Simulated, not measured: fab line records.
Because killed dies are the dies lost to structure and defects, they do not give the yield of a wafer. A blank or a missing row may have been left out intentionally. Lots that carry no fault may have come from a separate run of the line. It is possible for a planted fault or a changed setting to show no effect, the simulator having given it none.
fab line records + flow gf180mcu
[record]
- lots = 13
- wafers = 39
- last_day = 33
route steps=602 shown DUAL_GATE@152 HV_LDD@222 PSD@261 NSD@262 SALICIDE@286
lots that met no fault: taken from a fault-free run of the same line
start_h: start of the lot's first displayed wafer, in hours after the record's first day + wait_h: how many hours have passed since the lot's step before this one + " same as the row above + L1.1+2: a single row standing in for several wafers + - no value present, or no start provided + * or withheld: withheld + < > ~ a bound
route shown NAME@n: a module of which the file shows steps, and the number in the route of the first + usual: the fault-free wafers' mean and standard deviation + same: alike in all rows + chamber/n: place in a boat + sites: per-site readings + _std_site: standard deviation across them + _edge_site: outer sites' mean less inner sites' + radius_mm: for every site, how far away it sits from the centre of the wafer + mask NAME#n: copy n + behind: the last tool/chamber to shape the wafer + hold: why the lot went on hold/how many hours it stayed there/how the hold came to an end + device: names the non-switching transistor (n, p or np) + end of line: the same wafers' tests at the end of the route + a step with no rows: only its recipe + killed: not the wafer's yield, but the dies lost to structure and defects at the first sort + map: per-die view of a wafer (x killed, . not killed, _ where there is no die)
set.NAME: the run value of the setting; set.NAME@STEP: its run value at that earlier step + model.NAME: the simulator's own value behind a step, which no gauge read
steps of the route over a sample of lots; a table a step, a row a wafer
services: the hour from which a tool's chamber was out of use, counted from the record's first day as start_h (under 0 if before that day), plus the number of hours and why
[[steps]]
[step GF_DUAL_GATE_OVL_MEAS_11]
[usual]
- DUAL_GATE_OVL = 0.6/1.5
| lot.wafer | tool       | chamber | start_h | wait_h | DUAL_GATE_OVL[nm] |
|-----------|------------|---------|---------|--------|-------------------|
| L555.2    | overlay-01 | -       | 183.85  | 0.1    | 2.9               |
| L555.4    | "          | -       | "       | "      | 1.4               |
| L555.6    | "          | -       | "       | "      | 2.6               |
| L556.1    | overlay-01 | -       | 187.85  | 0.1    | 1.5               |
| L556.2    | "          | -       | "       | "      | 3.1               |
| L556.4    | "          | -       | "       | "      | 2.4               |
| L557.1    | overlay-02 | -       | 192.34  | 0.1    | -0.1              |
| L557.3    | "          | -       | "       | "      | 0.7               |
| L557.5    | "          | -       | "       | "      | 1.4               |
| L559.2    | overlay-02 | -       | 208.02  | 0.1    | 0.4               |
| L559.4    | "          | -       | "       | "      | 1.7               |
| L559.5    | "          | -       | "       | "      | -1.6              |
| L563.3    | overlay-01 | -       | 233.00  | 0.1    | 3.4               |
| L563.4    | "          | -       | "       | "      | 1.3               |
| L563.5    | "          | -       | "       | "      | -2.4              |
| L564.1    | overlay-01 | -       | 237.25  | 0.1    | 1.2               |
| L564.4    | "          | -       | "       | "      | 0.7               |
| L564.6    | "          | -       | "       | "      | 1.1               |
| L565.1    | overlay-02 | -       | 248.25  | 0.1    | 0.8               |
| L565.3    | "          | -       | "       | "      | 0.8               |
| L565.4    | "          | -       | "       | "      | 0.8               |
| L566.1    | overlay-02 | -       | 252.06  | 0.1    | -0.1              |
| L566.2    | "          | -       | "       | "      | 0.7               |
| L566.5    | "          | -       | "       | "      | 1.8               |
| L567.1    | overlay-02 | -       | 259.60  | 0.1    | 0.5               |
| L567.2    | "          | -       | "       | "      | 2.1               |
| L567.6    | "          | -       | "       | "      | 0.8               |
| L568.2    | overlay-02 | -       | 268.02  | 0.1    | 1.4               |
| L568.3    | "          | -       | "       | "      | 0.2               |
| L568.5    | "          | -       | "       | "      | 0.9               |
| L569.1    | overlay-01 | -       | 272.39  | 0.1    | -1.1              |
| L569.2    | "          | -       | "       | "      | -0.8              |
| L569.3    | "          | -       | "       | "      | -0.7              |
| L574.1    | overlay-02 | -       | 309.39  | 0.1    | -0.5              |
| L574.5    | "          | -       | "       | "      | 1.3               |
| L574.6    | "          | -       | "       | "      | -1.4              |
| L575.1    | overlay-02 | -       | 312.36  | 0.1    | 1.6               |
| L575.2    | "          | -       | "       | "      | 0.9               |
| L575.3    | "          | -       | "       | "      | 0.4               |
[step GF_HV_LDD_CD_MEAS_46]
[recipe]
- target_cd_nm = 400
[usual]
- cd_nm = 399.3/2.2
| lot.wafer | tool      | chamber | start_h | wait_h | cd_nm |
|-----------|-----------|---------|---------|--------|-------|
| L555.2    | cd_sem-02 | -       | 280.68  | 0.1    | 403.4 |
| L555.4    | "         | -       | "       | "      | 402.4 |
| L555.6    | "         | -       | "       | "      | 402.5 |
| L556.1    | cd_sem-01 | -       | 285.09  | 0.1    | 401.6 |
| L556.2    | "         | -       | "       | "      | 400.5 |
| L556.4    | "         | -       | "       | "      | 399.5 |
| L557.1    | cd_sem-01 | -       | 293.54  | 0.1    | 398.7 |
| L557.3    | "         | -       | "       | "      | 398.3 |
| L557.5    | "         | -       | "       | "      | 398.5 |
| L559.2    | cd_sem-02 | -       | 310.83  | 0.1    | 400.9 |
| L559.4    | "         | -       | "       | "      | 402.3 |
| L559.5    | "         | -       | "       | "      | 399.3 |
| L563.3    | cd_sem-02 | -       | 338.00  | 0.1    | 398.3 |
| L563.4    | "         | -       | "       | "      | 400.9 |
| L563.5    | "         | -       | "       | "      | 401.3 |
| L564.1    | cd_sem-02 | -       | 343.86  | 0.1    | 402.0 |
| L564.4    | "         | -       | "       | "      | 402.7 |
| L564.6    | "         | -       | "       | "      | 401.8 |
| L565.1    | cd_sem-01 | -       | 356.54  | 0.1    | 399.7 |
| L565.3    | "         | -       | "       | "      | 399.3 |
| L565.4    | "         | -       | "       | "      | 397.9 |
| L566.1    | cd_sem-02 | -       | 361.71  | 0.1    | 398.9 |
| L566.2    | "         | -       | "       | "      | 400.9 |
| L566.5    | "         | -       | "       | "      | 400.4 |
| L567.1    | cd_sem-02 | -       | 369.54  | 0.1    | 396.8 |
| L567.2    | "         | -       | "       | "      | 397.7 |
| L567.6    | "         | -       | "       | "      | 396.9 |
| L568.2    | cd_sem-01 | -       | 378.66  | 0.1    | 398.9 |
| L568.3    | "         | -       | "       | "      | 397.2 |
| L568.5    | "         | -       | "       | "      | 400.4 |
| L569.1    | cd_sem-01 | -       | 384.54  | 0.1    | 403.6 |
| L569.2    | "         | -       | "       | "      | 400.2 |
| L569.3    | "         | -       | "       | "      | 399.0 |
| L574.1    | cd_sem-02 | -       | 426.99  | 0.1    | 399.9 |
| L574.5    | "         | -       | "       | "      | 400.6 |
| L574.6    | "         | -       | "       | "      | 398.5 |
| L575.1    | cd_sem-01 | -       | 432.31  | 0.1    | 398.2 |
| L575.2    | "         | -       | "       | "      | 398.6 |
| L575.3    | "         | -       | "       | "      | 402.3 |
[step GF_PSD_RTA_13]
[recipe]
- temp_c = 1025
- time_s = 20
- ambient = N2
[usual]
- lamp_power_pct = 38/4.5
- run_length_s = 48.3/0.34
- wafer_temp_C_max = 1029.1/0.84
| lot.wafer | tool          | chamber | start_h | wait_h | lamp_power_pct | run_length_s | wafer_temp_C_max |
|-----------|---------------|---------|---------|--------|----------------|--------------|------------------|
| L555.2    | rtp_anneal-02 | 0       | 326.39  | 0.0    | 35             | 48.5         | 1029.3           |
| L555.4    | "             | 0       | "       | "      | 35             | 48.1         | 1029.3           |
| L555.6    | "             | 0       | "       | "      | 35             | 48.4         | 1028.5           |
| L556.1    | rtp_anneal-01 | 0       | 330.38  | 0.0    | 44             | 48.7         | 1031.2           |
| L556.2    | "             | 0       | "       | "      | 44             | 48.9         | 1029.2           |
| L556.4    | "             | 0       | "       | "      | 44             | 48.8         | 1029.4           |
| L557.1    | rtp_anneal-02 | 0       | 339.33  | 0.0    | 35             | 48.0         | 1029.7           |
| L557.3    | "             | 0       | "       | "      | 35             | 48.3         | 1027.0           |
| L557.5    | "             | 0       | "       | "      | 35             | 48.0         | 1028.2           |
| L559.2    | rtp_anneal-01 | 0       | 357.13  | 0.0    | 44             | 48.6         | 1029.4           |
| L559.4    | "             | 0       | "       | "      | 44             | 48.8         | 1028.9           |
| L559.5    | "             | 0       | "       | "      | 44             | 48.6         | 1029.3           |
| L563.3    | rtp_anneal-02 | 0       | 386.30  | 0.0    | 35             | 47.9         | 1029.8           |
| L563.4    | "             | 0       | "       | "      | 35             | 48.2         | 1027.5           |
| L563.5    | "             | 0       | "       | "      | 35             | 48.1         | 1029.0           |
| L564.1    | rtp_anneal-02 | 0       | 392.31  | 0.0    | 35             | 48.3         | 1028.5           |
| L564.4    | "             | 0       | "       | "      | 35             | 48.1         | 1028.8           |
| L564.6    | "             | 0       | "       | "      | 35             | 48.2         | 1029.5           |
| L565.1    | rtp_anneal-02 | 0       | 405.95  | 0.0    | 35             | 48.0         | 1028.7           |
| L565.3    | "             | 0       | "       | "      | 35             | 48.2         | 1029.5           |
| L565.4    | "             | 0       | "       | "      | 35             | 48.1         | 1029.0           |
| L566.1    | rtp_anneal-02 | 0       | 412.81  | 0.0    | 35             | 48.0         | 1030.2           |
| L566.2    | "             | 0       | "       | "      | 35             | 48.2         | 1029.5           |
| L566.5    | "             | 0       | "       | "      | 35             | 48.0         | 1029.6           |
| L567.1    | rtp_anneal-02 | 0       | 419.16  | 0.1    | 35             | 47.9         | 1028.8           |
| L567.2    | "             | 0       | "       | "      | 35             | 48.3         | 1030.7           |
| L567.6    | "             | 0       | "       | "      | 35             | 48.0         | 1030.0           |
| L568.2    | rtp_anneal-02 | 0       | 428.82  | 0.0    | 35             | 48.2         | 1029.6           |
| L568.3    | "             | 0       | "       | "      | 35             | 48.2         | 1028.4           |
| L568.5    | "             | 0       | "       | "      | 35             | 48.1         | 1030.4           |
| L569.1    | rtp_anneal-02 | 0       | 436.36  | 0.0    | 35             | 47.9         | 1030.4           |
| L569.2    | "             | 0       | "       | "      | 35             | 48.0         | 1028.6           |
| L569.3    | "             | 0       | "       | "      | 35             | 48.0         | 1030.0           |
| L574.1    | rtp_anneal-02 | 0       | 479.42  | 0.0    | 35             | 79.0         | 1026.9           |
| L574.5    | "             | 0       | "       | "      | 35             | 79.1         | 1027.5           |
| L574.6    | "             | 0       | "       | "      | 35             | 79.2         | 1029.3           |
| L575.1    | rtp_anneal-02 | 0       | 485.06  | 0.0    | 35             | 78.8         | 1030.0           |
| L575.2    | "             | 0       | "       | "      | 35             | 78.8         | 1028.9           |
| L575.3    | "             | 0       | "       | "      | 35             | 78.9         | 1028.6           |
[step GF_PSD_RS_MEAS_14]
[recipe]
- thk_meas_gauge = four-point-probe
[usual]
- NSD_RS = 46.12/0.082
| lot.wafer | tool          | chamber | start_h | wait_h | NSD_RS[ohm/sq] |
|-----------|---------------|---------|---------|--------|----------------|
| L555.2    | film_metro-04 | -       | 326.48  | 0.1    | 46.19          |
| L555.4    | "             | -       | "       | "      | 46.10          |
| L555.6    | "             | -       | "       | "      | 46.38          |
| L556.1    | film_metro-02 | -       | 330.46  | 0.1    | 46.10          |
| L556.2    | "             | -       | "       | "      | 46.07          |
| L556.4    | "             | -       | "       | "      | 46.25          |
| L557.1    | film_metro-04 | -       | 339.41  | 0.1    | 46.25          |
| L557.3    | "             | -       | "       | "      | 46.10          |
| L557.5    | "             | -       | "       | "      | 46.25          |
| L559.2    | film_metro-02 | -       | 357.22  | 0.1    | 46.19          |
| L559.4    | "             | -       | "       | "      | 46.16          |
| L559.5    | "             | -       | "       | "      | 46.11          |
| L563.3    | film_metro-01 | -       | 386.40  | 0.1    | 46.18          |
| L563.4    | "             | -       | "       | "      | 46.06          |
| L563.5    | "             | -       | "       | "      | 46.20          |
| L564.1    | film_metro-04 | -       | 392.39  | 0.1    | 46.06          |
| L564.4    | "             | -       | "       | "      | 46.05          |
| L564.6    | "             | -       | "       | "      | 46.00          |
| L565.1    | film_metro-01 | -       | 406.04  | 0.1    | 46.06          |
| L565.3    | "             | -       | "       | "      | 45.99          |
| L565.4    | "             | -       | "       | "      | 46.06          |
| L566.1    | film_metro-02 | -       | 412.89  | 0.1    | 46.14          |
| L566.2    | "             | -       | "       | "      | 46.10          |
| L566.5    | "             | -       | "       | "      | 46.19          |
| L567.1    | film_metro-02 | -       | 419.24  | 0.1    | 45.98          |
| L567.2    | "             | -       | "       | "      | 46.13          |
| L567.6    | "             | -       | "       | "      | 46.10          |
| L568.2    | film_metro-01 | -       | 428.91  | 0.1    | 46.15          |
| L568.3    | "             | -       | "       | "      | 46.18          |
| L568.5    | "             | -       | "       | "      | 46.18          |
| L569.1    | film_metro-02 | -       | 436.45  | 0.1    | 46.11          |
| L569.2    | "             | -       | "       | "      | 46.17          |
| L569.3    | "             | -       | "       | "      | 46.13          |
| L574.1    | film_metro-01 | -       | 479.51  | 0.1    | 40.93          |
| L574.5    | "             | -       | "       | "      | 40.93          |
| L574.6    | "             | -       | "       | "      | 40.88          |
| L575.1    | film_metro-02 | -       | 485.14  | 0.1    | 41.05          |
| L575.2    | "             | -       | "       | "      | 40.97          |
| L575.3    | "             | -       | "       | "      | 41.02          |
[step GF_PSD_RS_MEAS_15]
[recipe]
- thk_meas_gauge = four-point-probe
[usual]
- PSD_RS = 108.55/0.28
| lot.wafer | tool          | chamber | start_h | wait_h | PSD_RS[ohm/sq] |
|-----------|---------------|---------|---------|--------|----------------|
| L555.2    | film_metro-04 | -       | 326.60  | 0.1    | 109.15         |
| L555.4    | "             | -       | "       | "      | 108.55         |
| L555.6    | "             | -       | "       | "      | 109.19         |
| L556.1    | film_metro-02 | -       | 330.58  | 0.1    | 108.15         |
| L556.2    | "             | -       | "       | "      | 108.48         |
| L556.4    | "             | -       | "       | "      | 108.78         |
| L557.1    | film_metro-04 | -       | 339.53  | 0.1    | 108.86         |
| L557.3    | "             | -       | "       | "      | 108.48         |
| L557.5    | "             | -       | "       | "      | 108.78         |
| L559.2    | film_metro-02 | -       | 357.34  | 0.1    | 108.95         |
| L559.4    | "             | -       | "       | "      | 108.80         |
| L559.5    | "             | -       | "       | "      | 108.75         |
| L563.3    | film_metro-01 | -       | 386.52  | 0.1    | 108.17         |
| L563.4    | "             | -       | "       | "      | 108.48         |
| L563.5    | "             | -       | "       | "      | 108.73         |
| L564.1    | film_metro-04 | -       | 392.51  | 0.1    | 108.35         |
| L564.4    | "             | -       | "       | "      | 108.44         |
| L564.6    | "             | -       | "       | "      | 108.61         |
| L565.1    | film_metro-01 | -       | 406.16  | 0.1    | 108.35         |
| L565.3    | "             | -       | "       | "      | 108.34         |
| L565.4    | "             | -       | "       | "      | 108.74         |
| L566.1    | film_metro-02 | -       | 413.01  | 0.1    | 108.67         |
| L566.2    | "             | -       | "       | "      | 108.66         |
| L566.5    | "             | -       | "       | "      | 108.58         |
| L567.1    | film_metro-02 | -       | 419.36  | 0.1    | 108.80         |
| L567.2    | "             | -       | "       | "      | 108.32         |
| L567.6    | "             | -       | "       | "      | 108.46         |
| L568.2    | film_metro-01 | -       | 429.03  | 0.1    | 108.49         |
| L568.3    | "             | -       | "       | "      | 108.15         |
| L568.5    | "             | -       | "       | "      | 108.60         |
| L569.1    | film_metro-02 | -       | 436.57  | 0.1    | 108.23         |
| L569.2    | "             | -       | "       | "      | 108.95         |
| L569.3    | "             | -       | "       | "      | 108.65         |
| L574.1    | film_metro-01 | -       | 479.63  | 0.1    | 100.01         |
| L574.5    | "             | -       | "       | "      | 99.25          |
| L574.6    | "             | -       | "       | "      | 99.76          |
| L575.1    | film_metro-02 | -       | 485.26  | 0.1    | 99.14          |
| L575.2    | "             | -       | "       | "      | 99.52          |
| L575.3    | "             | -       | "       | "      | 98.84          |
[step GF_SALICIDE_RTA_08]
[recipe]
- temp_c = 800
- time_s = 30
- ambient = N2
[usual]
- lamp_power_pct = 18.7/2.1
- run_length_s = 58.3/0.33
- wafer_temp_C_max = 803.5/0.73
| lot.wafer | tool          | chamber | start_h | wait_h | lamp_power_pct | run_length_s | wafer_temp_C_max |
|-----------|---------------|---------|---------|--------|----------------|--------------|------------------|
| L555.2    | rtp_anneal-01 | 0       | 349.11  | 0.0    | 22.4           | 58.6         | 802.8            |
| L555.4    | "             | 0       | "       | "      | 22.4           | 59.0         | 802.3            |
| L555.6    | "             | 0       | "       | "      | 22.4           | 58.7         | 802.0            |
| L556.1    | rtp_anneal-02 | 0       | 351.83  | 0.0    | 17.6           | 58.2         | 803.5            |
| L556.2    | "             | 0       | "       | "      | 17.5           | 58.1         | 802.9            |
| L556.4    | "             | 0       | "       | "      | 17.6           | 57.9         | 803.6            |
| L557.1    | rtp_anneal-01 | 0       | 362.21  | 0.0    | 22.4           | 58.8         | 803.6            |
| L557.3    | "             | 0       | "       | "      | 22.4           | 58.7         | 803.2            |
| L557.5    | "             | 0       | "       | "      | 22.4           | 58.8         | 803.0            |
| L559.2    | rtp_anneal-02 | 0       | 380.48  | 0.0    | 17.5           | 58.2         | 804.5            |
| L559.4    | "             | 0       | "       | "      | 17.6           | 58.4         | 804.2            |
| L559.5    | "             | 0       | "       | "      | 17.5           | 58.1         | 805.4            |
| L563.3    | rtp_anneal-02 | 0       | 410.42  | 0.0    | 17.5           | 57.9         | 803.0            |
| L563.4    | "             | 0       | "       | "      | 17.5           | 58.0         | 802.5            |
| L563.5    | "             | 0       | "       | "      | 17.6           | 58.0         | 805.1            |
| L564.1    | rtp_anneal-02 | 0       | 416.57  | 0.0    | 17.5           | 58.3         | 804.6            |
| L564.4    | "             | 0       | "       | "      | 17.5           | 58.2         | 804.9            |
| L564.6    | "             | 0       | "       | "      | 17.5           | 57.9         | 803.4            |
| L565.1    | rtp_anneal-02 | 0       | 431.17  | 0.0    | 17.5           | 58.1         | 803.6            |
| L565.3    | "             | 0       | "       | "      | 17.5           | 57.9         | 803.1            |
| L565.4    | "             | 0       | "       | "      | 17.6           | 58.5         | 804.3            |
| L566.1    | rtp_anneal-02 | 0       | 437.47  | 0.0    | 17.5           | 58.3         | 803.3            |
| L566.2    | "             | 0       | "       | "      | 17.5           | 58.2         | 802.8            |
| L566.5    | "             | 0       | "       | "      | 17.5           | 58.4         | 802.9            |
| L567.1    | rtp_anneal-02 | 0       | 444.38  | 0.0    | 17.5           | 58.1         | 804.6            |
| L567.2    | "             | 0       | "       | "      | 17.5           | 58.2         | 803.9            |
| L567.6    | "             | 0       | "       | "      | 17.6           | 58.5         | 804.5            |
| L568.2    | rtp_anneal-02 | 0       | 454.10  | 0.0    | 17.6           | 58.0         | 802.7            |
| L568.3    | "             | 0       | "       | "      | 17.5           | 58.1         | 804.4            |
| L568.5    | "             | 0       | "       | "      | 17.5           | 58.5         | 804.1            |
| L569.1    | rtp_anneal-01 | 0       | 462.12  | 0.0    | 22.4           | 58.6         | 802.4            |
| L569.2    | "             | 0       | "       | "      | 22.4           | 58.9         | 802.8            |
| L569.3    | "             | 0       | "       | "      | 22.4           | 58.7         | 803.3            |
| L574.1    | rtp_anneal-01 | 0       | 504.13  | 0.0    | 22.4           | 58.7         | 802.9            |
| L574.5    | "             | 0       | "       | "      | 22.4           | 59.2         | 802.7            |
| L574.6    | "             | 0       | "       | "      | 22.4           | 59.1         | 803.6            |
| L575.1    | rtp_anneal-02 | 0       | 509.94  | 0.0    | 17.6           | 58.0         | 803.4            |
| L575.2    | "             | 0       | "       | "      | 17.6           | 58.1         | 803.3            |
| L575.3    | "             | 0       | "       | "      | 17.5           | 57.9         | 805.6            |
[[services]]
| tool          | chamber | start_h | hours | kind |
|---------------|---------|---------|-------|------|
| rtp_anneal-01 | -       | 367.62  | 91.4  | pm   |
| rtp_anneal-02 | -       | 458.99  | 3.8   | pm   |
[[key]]
[first_sign]
- step = GF_PSD_RTA_13
- reading = run_length_s
- direction = up
- sigmas = 91
- usual = *
- struck = *
[effect]
- step = GF_PSD_RS_MEAS_14
- reading = NSD_RS
- direction = down
- sigmas = 63
- usual = 46.12
- struck = 40.96
[effect]
- step = GF_PSD_RS_MEAS_15
- reading = PSD_RS
- direction = down
- sigmas = 32
- usual = 108.55
- struck = 99.42
met_at GF_PSD_RTA_13
struck_lots L574,L575
tester_left_out L574,L575
not_acting_at GF_DUAL_GATE_OVL_MEAS_11,GF_HV_LDD_CD_MEAS_46,GF_SALICIDE_RTA_08
onset_between 436.36 479.42
[fault]
- kind = process_parameter_drift
- tool = rtp_anneal-02
- chamber = -
- onset_h = 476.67
- steps = GF_PSD_RTA_13
- channel = time_s
- offset = *
- shape = step
- end_h = 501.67
- acts_in = *
- stated = *
// tester_left_out: of these lots the tester's yield and bins aren't shown, on N5 and GAA mostly nor the transistor test; their killed dies are dies lost to structure and defects alone, not to doping, threshold or leakage, so they don't give the yield
